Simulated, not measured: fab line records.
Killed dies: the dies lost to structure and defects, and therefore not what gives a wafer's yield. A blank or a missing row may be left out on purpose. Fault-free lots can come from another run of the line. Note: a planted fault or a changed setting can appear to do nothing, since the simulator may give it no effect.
Which tool was responsible? + flow gf180mcu + 7 lots, 21 wafers sampled, at 2 steps of a route of 602

== WHAT EACH GAUGE READ, for each wafer ==
GF_V2_THK_MEAS_03.
| lot  | measured     | on            | V2_CVD_02_THK (nm) |
|------|--------------|---------------|--------------------|
| L791 | day 20 05:02 | film_metro-04 | 858 851 874        |
| L793 | day 20 20:19 | film_metro-03 | 837 839 863        |
| L795 | day 21 08:49 | film_metro-04 | 855 847 858        |
| L803 | day 24 10:46 | film_metro-01 | 869 857 850        |
| L806 | day 25 07:56 | film_metro-01 | 862 847 866        |
| L809 | day 26 07:49 | film_metro-04 | 836 849 843        |
| L811 | day 26 18:26 | film_metro-03 | 859 848 863        |

== EACH LOT AND THE TOOL THAT RAN IT (in order: tool; ch and the chambers of the sampled wafers; start) ==
| lot  | GF_M2_METAL_ETCH_16               |
|------|-----------------------------------|
| L791 | rie_metal-02 ch 1, day 20 04:04   |
| L793 | rie_metal-01 ch 0,1, day 20 19:19 |
| L795 | rie_metal-01 ch 0,1, day 21 07:57 |
| L803 | rie_metal-04 ch 0,1, day 24 09:55 |
| L806 | rie_metal-01 ch 0,1, day 25 07:04 |
| L809 | rie_metal-02 ch 0,1, day 26 06:57 |
| L811 | rie_metal-01 ch 0,1, day 26 17:32 |
- GF_M2_METAL_ETCH_16: etches the open film in Cl2/BCl3, stops on SiO2, target depth 750.8 nm, time 125.1 s.

== THE ANSWER, worked out from the rows above alone ==
Rule: the lots themselves supply what counts as usual. The widest of any qualifying gaps counts: lots, ordered by their means at a reading, are off when they make up no more than a third of the lots, leave a main group of 4 or more, and stand apart from it by 3 or more times the standard deviation of that group's means. The tables above print the reading to a certain number of digits; a main group whose means all agree to those digits is not used. A lot without any number at a reading at which 4 lots or more have one is off too. The other lots that the step has rows for count as sound.
Across all readings shown, no lot is off: no conclusion can be drawn from this.

== WHAT THE SIMULATOR HAD PUT IN ==
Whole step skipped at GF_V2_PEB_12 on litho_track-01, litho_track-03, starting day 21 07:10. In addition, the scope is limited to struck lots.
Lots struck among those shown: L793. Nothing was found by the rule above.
